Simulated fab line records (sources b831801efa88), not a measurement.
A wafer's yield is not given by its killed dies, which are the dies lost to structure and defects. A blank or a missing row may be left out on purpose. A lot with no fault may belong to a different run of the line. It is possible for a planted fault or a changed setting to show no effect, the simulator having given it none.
fab line records	flow sky130
record lots=6	wafers=18	last-day=50
route steps=708 shown CAP2M@614 METAL4@621 PAD_OPEN@708
lots that met no fault: taken from a fault-free run of the same line
start-h: hours from the record's first day to the start of the lot's first wafer shown	wait-h: time in hours since the lot's previous step	" as in the row above	L1.1+2: a row that stands for several wafers	- no value, or no start given	* or withheld: withheld	< > ~ a bound
route shown NAME@n: NAME is a module with steps in the file, n the number in the route of the first one	usual: mean/standard deviation taken from wafers without a fault	same: alike in all rows	chamber/n: place in a boat	sites: per-site readings	_std_site: the values' standard deviation	_edge_site: the outer-site mean with the inner-site mean subtracted	radius-mm: for every site, how far away it sits from the centre of the wafer	mask NAME#n: copy n	behind: tool/chamber where the wafer was last shaped	hold: reason for holding the lot/hours on hold/outcome of the hold	device: which transistor (n, p or np) failed to switch	end of line: the tests these same wafers got at the end of their route	where a step has no rows: the recipe by itself	killed: at the first sort, the dies lost to defects and structure; wafer yield is something else	map: the dies of a wafer, with x for killed, . for not killed, _ for no die there
set.NAME: the setting as run; set.NAME@STEP: as run at that earlier step	model.NAME: the simulator's own value behind a step, which no gauge read
a table for each step, a row for each wafer; lots at some steps of the route
services: the hour from which a tool's chamber was out of use, counted from the record's first day as start-h (under 0 if before that day), plus the number of hours and why
## steps
# step SKY_CAP2M_DEVELOP_11
# recipe resist=NOVOLAK	developer=TMAH	develop-time-s=60	dev-temp-c=23
# step SKY_CAP2M_OVL_MEAS_12
# usual CAP2M_OVL=0.6/1.5
lot.wafer	tool	chamber	start-h	wait-h	CAP2M_OVL[nm]
L436.1	overlay-02	-	986.58	0.1	0.2
L436.5	"	-	"	"	1.1
L436.6	"	-	"	"	0.2
L437.1	overlay-01	-	999.08	0.1	1.3
L437.4	"	-	"	"	0.6
L437.5	"	-	"	"	0.7
L450.1	overlay-01	-	1073.43	0.1	0.1
L450.4	"	-	"	"	-1.4
L450.5	"	-	"	"	0.0
L453.1	overlay-02	-	1097.88	0.1	-2.1
L453.3	"	-	"	"	-1.3
L453.4	"	-	"	"	-2.4
L455.1	overlay-02	-	1100.28	0.1	1.6
L455.2	"	-	"	"	-0.8
L455.6	"	-	"	"	-0.2
L456.2	overlay-01	-	1101.29	0.1	-1.1
L456.3	"	-	"	"	-0.6
L456.5	"	-	"	"	-0.2
# step SKY_CAP2M_METAL_ETCH_13
# recipe target-depth-nm=220	stop-on=SiO2	chemistry=Cl2/BCl3	target=TiN	pressure-mtorr=10	icp-w=900	bias-w=48.5	Cl2_flow_sccm=60	bcl3-flow-sccm=30	time-s=62.9
# usual drypump-motor-current-A=5.6/0.42	oes-product-au=0.944/0.0081	throttle-valve-pct=21.899/0.0095
lot.wafer	tool	chamber	start-h	wait-h	drypump-motor-current-A	oes-product-au	rf-hours-counter-h	throttle-valve-pct
L436.1	rie-metal-01	1	986.62	0.0	5.2	0.948	16	21.895
L436.5	"	0	"	"	5.7	0.934	-	21.903
L436.6	"	1	"	"	5.2	0.952	-	21.898
L437.1	rie-metal-02	1	999.12	0.0	6.3	0.947	18	21.921
L437.4	"	0	"	"	5.2	0.947	-	21.907
L437.5	"	0	"	"	5.2	0.944	-	21.892
L450.1	rie-metal-04	0	1073.47	0.0	5.9	0.931	18	21.897
L450.4	"	1	"	"	5.2	0.927	-	21.908
L450.5	"	0	"	"	5.9	0.935	-	21.916
L453.1	rie-metal-04	0	1097.92	0.0	5.9	0.931	20	21.903
L453.3	"	1	"	"	5.2	0.945	-	21.892
L453.4	"	0	"	"	5.9	0.947	-	21.893
L455.1	rie-metal-04	1	1100.32	0.0	5.2	0.943	2	21.897
L455.2	"	0	"	"	5.9	0.955	20	21.911
L455.6	"	0	"	"	5.9	0.938	-	21.904
L456.2	rie-metal-01	0	1101.32	0.0	5.7	0.929	11	21.900
L456.3	"	1	"	"	5.2	0.942	-	21.899
L456.5	"	0	"	"	5.7	0.943	-	21.901
# step SKY_CAP2M_STRIP_14
# recipe chemistry=O2/N2	power-w=1400	pressure-mtorr=1500	platen-temp-c=withheld	o2-flow-sccm=3000	n2-flow-sccm=300	overash-fraction=0.5
# usual drypump-motor-current-A=5.9/0.55	oes-product-au=0.710/0.0049	strip-time-to-endpoint-s=12.65/0.048
lot.wafer	tool	chamber	start-h	wait-h	drypump-motor-current-A	oes-product-au	rf-hours-counter-h	strip-time-to-endpoint-s
L436.1	plasma-asher-02	1	986.69	0.1	5.4	0.708	25	12.65
L436.5	"	1	"	"	5.4	0.704	-	12.66
L436.6	"	0	"	"	5.7	0.707	-	12.72
L437.1	plasma-asher-03	0	999.20	0.1	5.9	0.709	90	12.62
L437.4	"	0	"	"	5.9	0.708	-	12.66
L437.5	"	1	"	"	6.7	0.717	-	12.65
L450.1	plasma-asher-03	1	1073.55	0.1	6.7	0.710	94	12.62
L450.4	"	1	"	"	6.7	0.709	-	12.63
L450.5	"	0	"	"	5.8	0.715	-	12.64
L453.1	plasma-asher-03	1	1098.00	0.1	6.7	0.712	97	12.68
L453.3	"	0	"	"	5.9	0.708	-	12.65
L453.4	"	1	"	"	6.7	0.708	-	12.68
L455.1	plasma-asher-03	1	1100.40	0.1	6.7	0.710	97	12.66
L455.2	"	0	"	"	5.9	0.709	97	12.68
L455.6	"	1	"	"	6.7	0.705	-	12.71
L456.2	plasma-asher-03	0	1101.39	0.1	5.9	0.708	97	12.69
L456.3	"	0	"	"	5.9	0.711	-	12.66
L456.5	"	0	"	"	5.9	0.713	-	12.65
# step SKY_CAP2M_STRIP_15
# recipe chemistry=post-etch-residue-remover	time-s=1200	temp-c=72.5
# step SKY_CAP2M_CLEAN_16
# recipe chemistry=IPA	time-s=180	temp-c=25
# step SKY_CAP2M_CLEAN_17
# recipe chemistry=O3/DIW	dry=n2-spin
# step SKY_METAL4_DEHYDRATE_05
# recipe temp-c=200	time-s=60
# step SKY_METAL4_HMDS_06
# recipe prime-time-s=60	prime-temp-c=120
# step SKY_METAL4_COAT_07
# recipe resist=BARC	temp-c=withheld	time-s=withheld	spin-rpm=3000	resist-thk-nm=60
# step SKY_METAL4_COAT_08
# recipe resist=KrF-thick	spin-rpm=3000	resist-thk-nm=1140
# step SKY_METAL4_SOFTBAKE_09
# recipe temp-c=100	time-s=90	resist=KrF-thick
# step SKY_METAL4_EXPOSE_10
# recipe mask-id=MM4	na=0.68	source-shape=annular	sigma-inner=0.4	sigma-outer=0.8	target-cd-nm=300	dose-mj=28
# usual exposure-dose-mJ-cm2=27.995/0.026
lot.wafer	tool	chamber	start-h	wait-h	mask	exposure-dose-mJ-cm2
L436.1	krf-scanner-01	0	999.63	-	MM4#0	27.999
L436.5	"	0	"	"	MM4#0	28.028
L436.6	"	0	"	"	MM4#0	27.990
L437.1	krf-scanner-02	0	1011.55	-	MM4#0	27.993
L437.4	"	0	"	"	MM4#0	27.989
L437.5	"	0	"	"	MM4#0	28.009
L450.1	krf-scanner-02	0	1084.86	-	MM4#0	30.110
L450.4	"	0	"	"	MM4#0	30.063
L450.5	"	0	"	"	MM4#0	30.058
L453.1	krf-scanner-02	0	1108.64	-	MM4#0	29.636
L453.3	"	0	"	"	MM4#0	29.609
L453.4	"	0	"	"	MM4#0	29.641
L455.1	krf-scanner-01	0	1111.76	-	MM4#0	27.986
L455.2	"	0	"	"	MM4#0	28.004
L455.6	"	0	"	"	MM4#0	27.985
L456.2	krf-scanner-01	0	1112.01	-	MM4#0	28.003
L456.3	"	0	"	"	MM4#0	28.040
L456.5	"	0	"	"	MM4#0	28.025
# step SKY_METAL4_PEB_11
# recipe peb-temp-c=withheld	peb-time-s=withheld	resist=KrF-thick
# step SKY_METAL4_DEVELOP_12
# recipe develop-time-s=60	resist=KrF-thick	dev-temp-c=21
# step SKY_METAL4_CD_MEAS_13
# recipe target-cd-nm=300
# usual cd-nm=299.6/1.4
lot.wafer	tool	chamber	start-h	wait-h	cd-nm
L436.1	cd-sem-02	-	1010.92	-	300.0
L436.5	"	-	"	"	300.2
L436.6	"	-	"	"	298.5
L437.1	cd-sem-02	-	1022.67	-	300.2
L437.4	"	-	"	"	301.3
L437.5	"	-	"	"	301.6
L450.1	cd-sem-02	-	1094.98	-	286.1
L450.4	"	-	"	"	287.3
L450.5	"	-	"	"	287.3
L453.1	cd-sem-02	-	1118.88	-	287.8
L453.3	"	-	"	"	288.2
L453.4	"	-	"	"	286.5
L455.1	cd-sem-01	-	1121.93	-	297.0
L455.2	"	-	"	"	297.2
L455.6	"	-	"	"	299.9
L456.2	cd-sem-01	-	1122.30	-	299.4
L456.3	"	-	"	"	302.4
L456.5	"	-	"	"	300.1
# step SKY_METAL4_OVL_MEAS_14
# usual METAL4_OVL=-2/6.6
lot.wafer	tool	chamber	start-h	wait-h	METAL4_OVL[nm]
L436.1	overlay-01	-	1011.04	0.1	1
L436.5	"	-	"	"	3
L436.6	"	-	"	"	-4
L437.1	overlay-02	-	1022.79	0.1	-9
L437.4	"	-	"	"	-16
L437.5	"	-	"	"	-5
L450.1	overlay-01	-	1095.10	0.1	3
L450.4	"	-	"	"	13
L450.5	"	-	"	"	7
L453.1	overlay-02	-	1119.00	0.1	-14
L453.3	"	-	"	"	-8
L453.4	"	-	"	"	-1
L455.1	overlay-01	-	1122.05	0.1	3
L455.2	"	-	"	"	6
L455.6	"	-	"	"	5
L456.2	overlay-01	-	1122.41	0.1	-2
L456.3	"	-	"	"	3
L456.5	"	-	"	"	-5
# step SKY_METAL4_DESCUM_15
# recipe chemistry=O2	source-power-w=150	bias-power-w=0	pressure-mtorr=10	temp-c=40	time-s=8
# usual drypump-motor-current-A=5.6/0.47	oes-product-au=0.998/0.0089
lot.wafer	tool	chamber	start-h	wait-h	drypump-motor-current-A	oes-product-au	rf-hours-counter-h	model.METAL4.cd-nm
L436.1	rie-metal-01	1	1011.07	0.0	5.2	0.998	17	299.6
L436.5	"	0	"	"	5.7	0.995	-	301.1
L436.6	"	1	"	"	5.2	0.994	-	298.3
L437.1	rie-metal-01	1	1022.82	0.0	5.2	1.000	18	299.9
L437.4	"	1	"	"	5.2	1.000	-	301.1
L437.5	"	1	"	"	5.2	0.997	-	301.4
L450.1	rie-metal-02	0	1095.14	0.0	5.2	0.997	19	285.7
L450.4	"	0	"	"	5.2	0.996	-	286.9
L450.5	"	0	"	"	5.2	0.990	-	286.7
L453.1	rie-metal-02	1	1119.03	0.0	6.3	0.998	1	288.1
L453.3	"	1	"	"	6.3	0.992	-	288.3
L453.4	"	0	"	"	5.2	0.986	-	286.4
L455.1	rie-metal-02	1	1122.09	0.0	6.3	0.992	2	297.2
L455.2	"	1	"	"	6.4	0.994	-	297.4
L455.6	"	1	"	"	6.3	0.997	-	299.7
L456.2	rie-metal-03	0	1122.44	0.0	6.0	0.991	16	298.5
L456.3	"	0	"	"	6.0	1.001	-	302.4
L456.5	"	0	"	"	6.0	0.996	-	299.2
# step SKY_METAL4_ETCH_16
# recipe chemistry=N2/H2	target=BARC	ion-energy-ev=200	bias-w=100	pressure-mtorr=30	n2-flow-sccm=100	h2-flow-sccm=200	icp-w=500	stop-on=SiO2	time-s=88.2	target-depth-a=600
# usual drypump-motor-current-A=5.6/0.47	h2-flow-sccm=200.0/0.68	oes-product-au=0.625/0.0048	throttle-valve-pct=13.206/0.0097
lot.wafer	tool	chamber	start-h	wait-h	drypump-motor-current-A	h2-flow-sccm	oes-product-au	rf-hours-counter-h	throttle-valve-pct
L436.1	rie-metal-01	1	1011.10	0.0	5.2	200.6	0.625	17	13.197
L436.5	"	0	"	"	5.7	201.3	0.629	-	13.212
L436.6	"	1	"	"	5.2	200.2	0.624	-	13.195
L437.1	rie-metal-01	1	1022.85	0.0	5.2	198.7	0.629	18	13.206
L437.4	"	1	"	"	5.2	199.4	0.633	-	13.208
L437.5	"	1	"	"	5.2	199.5	0.626	-	13.209
L450.1	rie-metal-02	0	1095.20	0.1	5.2	200.2	0.628	19	13.234
L450.4	"	0	"	"	5.2	200.1	0.622	-	13.211
L450.5	"	0	"	"	5.2	200.3	0.632	-	13.201
L453.1	rie-metal-02	1	1119.07	0.0	6.4	200.3	0.622	1	13.194
L453.3	"	1	"	"	6.3	198.9	0.628	-	13.203
L453.4	"	0	"	"	5.3	200.5	0.625	-	13.197
L455.1	rie-metal-02	1	1122.15	0.1	6.4	200.0	0.626	2	13.206
L455.2	"	1	"	"	6.3	199.3	0.629	-	13.207
L455.6	"	1	"	"	6.4	199.1	0.628	-	13.221
L456.2	rie-metal-03	0	1122.47	0.0	6.0	199.7	0.632	16	13.188
L456.3	"	0	"	"	6.0	199.6	0.620	-	13.206
L456.5	"	0	"	"	6.0	199.9	0.632	-	13.222
# step SKY_METAL4_ETCH_17
# recipe target=SiO2	stop-on=TiN	chemistry=C4F8/O2/Ar	source-w=1500	bias-w=1200	pressure-mtorr=40	c4f8-flow-sccm=withheld	O2_flow_sccm=6	Ar_flow_sccm=300	time-s=3.9	target-depth-a=150
# usual oes-product-au=0.754/0.0083
lot.wafer	tool	chamber	start-h	wait-h	oes-product-au
L436.1	rie-diel-03	0	1011.20	0.1	0.747
L436.5	"	2	"	"	0.763
L436.6	"	3	"	"	0.754
L437.1	rie-diel-04	1	1022.95	0.1	0.755
L437.4	"	0	"	"	0.755
L437.5	"	0	"	"	0.766
L450.1	rie-diel-04	2	1095.40	0.2	0.758
L450.4	"	3	"	"	0.756
L450.5	"	1	"	"	0.769
L453.1	rie-diel-01	2	1119.16	0.1	0.760
L453.3	"	1	"	"	0.755
L453.4	"	3	"	"	0.768
L455.1	rie-diel-03	1	1122.35	0.2	0.752
L455.2	"	0	"	"	0.736
L455.6	"	1	"	"	0.754
L456.2	rie-diel-04	3	1122.57	0.1	0.754
L456.3	"	1	"	"	0.748
L456.5	"	2	"	"	0.765
# step SKY_METAL4_METAL_ETCH_18
# recipe target-depth-a=8450	stop-on=SiO2	over-etch-frac=0.3	time-s=183.1	chemistry=Cl2/BCl3	resist-sidewall-deg=88	pressure-mtorr=10	icp-w=900	bias-w=48.5	Cl2_flow_sccm=60	bcl3-flow-sccm=30
# usual drypump-motor-current-A=5.6/0.45	oes-product-au=0.865/0.0085	throttle-valve-pct=22.265/0.0089
lot.wafer	tool	chamber	start-h	wait-h	drypump-motor-current-A	oes-product-au	rf-hours-counter-h	throttle-valve-pct	model.METAL4.cd-nm
L436.1	rie-metal-02	1	1011.22	0.0	6.3	0.887	19	22.246	308.2
L436.5	"	0	"	"	5.2	0.888	-	22.263	311.5
L436.6	"	1	"	"	6.3	0.870	-	22.256	307.3
L437.1	rie-metal-02	0	1022.97	0.0	5.2	0.860	12	22.285	310.2
L437.4	"	1	"	"	6.3	0.873	-	22.277	314.1
L437.5	"	0	"	"	5.2	0.854	-	22.252	309.9
L450.1	rie-metal-01	0	1095.42	0.0	5.7	0.861	10	22.258	276.4
L450.4	"	1	"	"	5.2	0.874	-	22.271	279.9
L450.5	"	1	"	"	5.2	0.873	-	22.265	279.5
L453.1	rie-metal-02	1	1119.18	0.0	6.3	0.856	1	22.259	291.5
L453.3	"	0	"	"	5.2	0.868	-	22.266	300.9
L453.4	"	1	"	"	6.3	0.861	-	22.261	280.4
L455.1	rie-metal-01	1	1122.37	0.0	5.2	0.871	26	22.273	295.2
L455.2	"	1	"	"	5.2	0.867	-	22.273	297.5
L455.6	"	1	"	"	5.2	0.857	-	22.244	299.2
L456.2	rie-metal-02	1	1122.64	0.1	6.3	0.855	-	22.267	296.4
L456.3	"	1	"	"	6.3	0.854	-	22.273	300.7
L456.5	"	1	"	"	6.3	0.858	-	22.268	297.4
# step SKY_METAL4_STRIP_19
# recipe chemistry=O2/N2	power-w=1400	pressure-mtorr=1500	platen-temp-c=withheld	o2-flow-sccm=3000	n2-flow-sccm=300	overash-fraction=0.5
# usual drypump-motor-current-A=5.6/0.48	oes-product-au=0.502/0.0061	strip-time-to-endpoint-s=6.53/0.076
lot.wafer	tool	chamber	start-h	wait-h	drypump-motor-current-A	oes-product-au	rf-hours-counter-h	strip-time-to-endpoint-s
L436.1	plasma-asher-03	0	1011.40	0.1	5.8	0.494	91	6.47
L436.5	"	0	"	"	5.9	0.503	-	6.60
L436.6	"	1	"	"	6.7	0.508	-	6.41
L437.1	plasma-asher-04	0	1023.15	0.1	5.2	0.497	114	6.55
L437.4	"	1	"	"	5.2	0.496	-	6.48
L437.5	"	0	"	"	5.3	0.508	-	6.57
L450.1	plasma-asher-04	1	1095.59	0.1	5.2	0.503	3	6.56
L450.4	"	1	"	"	5.2	0.495	-	6.51
L450.5	"	0	"	"	5.2	0.499	-	6.55
L453.1	plasma-asher-04	0	1119.36	0.1	5.2	0.512	5	6.53
L453.3	"	1	"	"	5.2	0.499	-	6.54
L453.4	"	0	"	"	5.3	0.506	-	6.53
L455.1	plasma-asher-03	1	1122.72	0.3	6.7	0.504	99	6.44
L455.2	"	0	"	"	5.9	0.505	99	6.52
L455.6	"	1	"	"	6.7	0.489	-	6.44
L456.2	plasma-asher-03	1	1122.94	0.2	6.7	0.506	99	6.50
L456.3	"	1	"	"	6.7	0.505	-	6.58
L456.5	"	1	"	"	6.7	0.505	-	6.50
# step SKY_PAD_OPEN_PROBE_99
# usual defect-limited-yield=82.2/2	killed_at_M0_to_M3=45/7.2	killed_at_M4_up=3.0/1.8	killed-at-contacts=25/6.1	killed-at-front-end=14/4.4	killed-at-other=0.2/0.44	killed-dies=88/10	killed-open=48/7.4	killed-short=40/6.3	sort_bin_3_pad_short=0.9/0.41	sort_bin_5_function=10.6/1.5	sort_bin_6_memory=6.4/1.2	sort-n-pass=404/10	sort-yield-pct=82.2/2
# same gross-dies=492	killed-at-back-side=0	sort_bin_4_leakage[%]=0	sort_bin_8_speed[%]=0
lot.wafer	tool	chamber	start-h	wait-h	defect-limited-yield[%]	killed_at_M0_to_M3	killed_at_M4_up	killed-at-contacts	killed-at-front-end	killed-at-other	killed-dies	killed-open	killed-short	sort_bin_3_pad_short[%]	sort_bin_5_function[%]	sort_bin_6_memory[%]	sort-n-pass	sort-yield-pct[%]	model.etest.met4.width-nm
L436.1	prober-01	-	1105.10	0.1	80.9	40	5	30	19	0	94	46	48	0.8	12.6	5.7	398	80.9	307.8
L436.5	prober-01	-	1105.30	0.2	84.6	46	4	14	11	1	76	38	38	1.4	7.9	6.1	416	84.6	309.5
L436.6	prober-01	-	1105.35	0.2	83.1	41	3	25	14	0	83	44	39	1.6	9.8	5.5	409	83.1	307.5
L437.1	prober-02	-	1114.66	0.1	81.5	52	4	27	8	0	91	51	40	0.8	10.4	7.3	401	81.5	309.6
L437.4	prober-02	-	1114.81	0.2	82.3	52	1	25	9	0	87	50	37	0.4	10.0	7.3	405	82.3	311.8
L437.5	prober-02	-	1114.86	0.2	82.9	36	2	30	16	0	84	52	32	1.4	9.6	6.1	408	82.9	309.5
L450.1	prober-02	-	1176.93	0.1	81.9	40	4	20	24	1	89	51	38	0.6	12.2	5.3	403	81.9	273.9
L450.4	prober-02	-	1177.08	0.2	84.6	40	4	22	9	1	76	44	32	0.4	9.8	5.3	416	84.6	283.2
L450.5	prober-02	-	1177.13	0.2	85.6	42	4	11	14	0	71	35	36	0.4	6.5	7.5	421	85.6	281.6
L453.1	prober-02	-	1195.59	0.1	81.7	33	8	30	19	0	90	50	40	1.0	12.0	5.3	402	81.7	292.4
L453.3	prober-02	-	1195.69	0.2	81.1	51	5	23	14	0	93	55	38	0.8	10.6	7.5	399	81.1	301.7
L453.4	prober-02	-	1195.74	0.2	83.1	48	6	17	12	0	83	42	41	0.4	11.6	4.9	409	83.1	279.8
L455.1	prober-01	-	1197.56	0.1	80.5	46	2	35	13	0	96	51	45	1.2	9.3	8.9	396	80.5	295.6
L455.2	prober-01	-	1197.61	0.1	82.7	42	2	22	19	0	85	48	37	0.8	9.3	7.1	407	82.7	296.8
L455.6	prober-01	-	1197.81	0.2	80.3	45	1	36	15	0	97	49	48	1.6	13.0	5.1	395	80.3	298.7
L456.2	prober-02	-	1198.52	0.1	80.9	51	2	21	19	1	94	50	44	0.8	12.4	5.9	398	80.9	292.1
L456.3	prober-02	-	1198.57	0.2	85.8	42	1	13	13	1	70	42	28	0.6	9.3	4.3	422	85.8	301.4
L456.5	prober-02	-	1198.67	0.2	84.1	47	3	16	11	1	78	38	40	0	10.4	5.5	414	84.1	300
# killed by level:class
L436.1 CONTACT:geometric-particle:open=10 POLY_GATE:geometric-particle:short=9 LI_CONTACT:geometric-particle:open=9 METAL2:geometric-particle:short=7 VIA3:geometric-particle:open=6 LI_CONTACT:geometric-particle:short=6 VIA2:geometric-particle:open=6 VIA1:geometric-particle:short=5
L436.5 VIA2:geometric-particle:open=9 VIA1:geometric-particle:open=8 VIA1:geometric-particle:short=6 LI_CONTACT:geometric-particle:open=5 VIA3:geometric-particle:open=5 CONTACT:geometric-particle:open=4 METAL2:geometric-particle:short=4 VIA2:geometric-particle:short=4
L436.6 CONTACT:geometric-particle:open=9 LI_CONTACT:geometric-particle:open=8 VIA3:geometric-particle:open=7 POLY_GATE:geometric-particle:short=6 VIA1:geometric-particle:open=6 VIA1:geometric-particle:short=5 CONTACT:geometric-particle:short=5 VIA2:geometric-particle:open=5
L437.1 CONTACT:geometric-particle:open=17 VIA3:geometric-particle:open=10 METAL1:geometric-particle:short=9 VIA1:geometric-particle:short=6 VIA1:geometric-particle:open=6 VIA2:geometric-particle:open=5 LI_CONTACT:geometric-particle:open=5 METAL2:geometric-particle:short=5
L437.4 VIA1:geometric-particle:open=19 LI_CONTACT:geometric-particle:open=10 VIA2:geometric-particle:open=7 METAL2:geometric-particle:short=7 CONTACT:geometric-particle:short=6 METAL1:geometric-particle:short=5 LOCAL_INTERCONNECT:geometric-particle:short=4 CONTACT:geometric-particle:open=4
L437.5 LI_CONTACT:geometric-particle:open=12 CONTACT:geometric-particle:open=11 VIA3:geometric-particle:open=9 VIA1:geometric-particle:open=6 FIELD_ISO:geometric-particle:open=5 LOCAL_INTERCONNECT:geometric-particle:short=4 METAL2:geometric-particle:short=4 METAL3:geometric-particle:short=4
L450.1 VIA1:geometric-particle:open=13 CONTACT:geometric-particle:open=8 FIELD_ISO:geometric-particle:open=6 LI_CONTACT:geometric-particle:open=6 VIA2:geometric-particle:open=6 FIELD_ISO:geometric-particle:short=5 METAL1:geometric-particle:short=4 VIA1:geometric-particle:short=4
L450.4 VIA1:geometric-particle:open=12 CONTACT:geometric-particle:open=9 VIA3:geometric-particle:open=8 METAL2:geometric-particle:short=6 LI_CONTACT:geometric-particle:open=5 VIA2:geometric-particle:open=5 FIELD_ISO:geometric-particle:short=4 LOCAL_INTERCONNECT:geometric-particle:short=4
L450.5 METAL1:geometric-particle:short=6 VIA1:geometric-particle:open=6 VIA3:geometric-particle:open=6 FIELD_ISO:geometric-particle:open=5 VIA2:geometric-particle:open=5 VIA2:geometric-particle:short=4 METAL2:geometric-particle:short=4 LI_CONTACT:geometric-particle:open=3
L453.1 VIA1:geometric-particle:open=11 CONTACT:geometric-particle:open=10 POLY_GATE:geometric-particle:open=7 LI_CONTACT:geometric-particle:open=6 LOCAL_INTERCONNECT:geometric-particle:short=6 CONTACT:geometric-particle:short=6 VIA3:geometric-particle:open=6 FIELD_ISO:geometric-particle:short=5
L453.3 CONTACT:geometric-particle:open=12 VIA1:geometric-particle:open=11 VIA3:geometric-particle:open=9 METAL3:geometric-particle:short=7 VIA2:geometric-particle:open=6 FIELD_ISO:geometric-particle:open=5 VIA1:geometric-particle:short=5 LI_CONTACT:geometric-particle:open=4
L453.4 VIA3:geometric-particle:open=10 METAL1:geometric-particle:short=7 VIA1:geometric-particle:open=7 METAL2:geometric-particle:short=6 VIA2:geometric-particle:open=6 VIA1:geometric-particle:short=5 CONTACT:geometric-particle:open=5 METAL4:geometric-particle:short=5
L455.1 CONTACT:geometric-particle:open=12 METAL2:geometric-particle:short=9 VIA2:geometric-particle:open=8 CONTACT:geometric-particle:short=7 VIA1:geometric-particle:open=7 VIA3:geometric-particle:open=7 LI_CONTACT:geometric-particle:open=6 LOCAL_INTERCONNECT:geometric-particle:short=6
L455.2 VIA1:geometric-particle:open=13 VIA3:geometric-particle:open=8 LI_CONTACT:geometric-particle:open=7 POLY_GATE:geometric-particle:short=6 POLY_GATE:geometric-particle:open=6 CONTACT:geometric-particle:short=6 FIELD_ISO:geometric-particle:open=4 VIA2:geometric-particle:open=4
L455.6 CONTACT:geometric-particle:open=13 VIA1:geometric-particle:open=11 LOCAL_INTERCONNECT:geometric-particle:short=10 FIELD_ISO:geometric-particle:short=8 CONTACT:geometric-particle:short=6 VIA1:geometric-particle:short=6 VIA2:geometric-particle:open=6 VIA3:geometric-particle:short=5
L456.2 VIA1:geometric-particle:open=12 CONTACT:geometric-particle:open=11 METAL2:geometric-particle:short=11 VIA3:geometric-particle:open=7 VIA2:geometric-particle:open=6 FIELD_ISO:geometric-particle:short=5 CONTACT:geometric-particle:short=5 VIA1:geometric-particle:short=3
L456.3 VIA2:geometric-particle:open=9 VIA1:geometric-particle:open=8 VIA3:geometric-particle:open=8 LI_CONTACT:geometric-particle:open=5 CONTACT:geometric-particle:short=4 POLY_GATE:geometric-particle:short=3 POLY_GATE:geometric-particle:open=3 METAL3:geometric-particle:short=3
L456.5 VIA1:geometric-particle:open=11 VIA1:geometric-particle:short=10 METAL1:geometric-particle:short=8 CONTACT:geometric-particle:open=7 VIA2:geometric-particle:open=5 POLY_GATE:geometric-particle:open=4 LI_CONTACT:geometric-particle:open=4 METAL2:geometric-particle:short=3
## services
tool	chamber	start-h	hours	kind
krf-scanner-02	-	963.77	1.0	pm
rie-diel-04	3	980.33	1.7	repair
krf-scanner-02	-	994.60	0.8	pm
rie-diel-03	0	995.95	4.9	repair
krf-scanner-01	-	1004.55	1.1	repair
plasma-asher-03	-	1012.27	28.1	pm
krf-scanner-01	-	1020.33	0.8	pm
rie-metal-04	-	1026.06	14.6	pm
krf-scanner-02	-	1034.29	1.3	pm
krf-scanner-01	-	1042.28	11.6	pm
krf-scanner-01	-	1053.83	1.3	pm
plasma-asher-04	-	1055.25	9.0	pm
krf-scanner-02	-	1059.70	0.5	repair
krf-scanner-02	-	1062.91	5.5	repair
krf-scanner-01	-	1074.20	1.0	pm
krf-scanner-02	-	1077.15	4.0	pm
krf-scanner-02	-	1087.46	19.5	repair
rie-diel-04	-	1090.76	1.4	repair
rie-diel-04	0	1093.95	2.5	repair
krf-scanner-02	-	1110.91	1.1	repair
rie-metal-01	0	1114.40	20.9	repair
krf-scanner-02	-	1118.08	0.8	pm
plasma-asher-04	-	1120.81	5.1	repair
rie-metal-02	0	1121.12	4.7	repair
## key
first-sign step=SKY_METAL4_EXPOSE_10	reading=exposure-dose-mJ-cm2	direction=up	sigmas=72	usual=*	struck=*
effect step=SKY_METAL4_CD_MEAS_13	reading=cd-nm	direction=down	sigmas=9.2	usual=299.6	struck=287.2	through=control-loop
model-effect step=SKY_METAL4_DESCUM_15	value=METAL4.cd-nm	without=298.6	struck=287
model-effect step=SKY_METAL4_METAL_ETCH_18	value=METAL4.cd-nm	without=296.4	struck=284.8
model-effect step=SKY_PAD_OPEN_PROBE_99	value=etest.met4.width-nm	without=297	struck=285.4
met-at SKY_METAL4_EXPOSE_10
struck-wafers L450.1,L450.4,L450.5,L453.1,L453.3,L453.4
loop-trim step=SKY_METAL4_EXPOSE_10	setting=dose	lots=L453
onset-between 1011.55 1084.86
fault kind=process-parameter-drift	tool=krf-scanner-02	chamber=-	onset-h=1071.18	steps=SKY_METAL4_EXPOSE_10	channel=dose-mj	offset=2.0742	shape=step	acts-in=these-recipes-only	stated=28
# loop-trim: a control loop set the setting to another value than it would have without faults
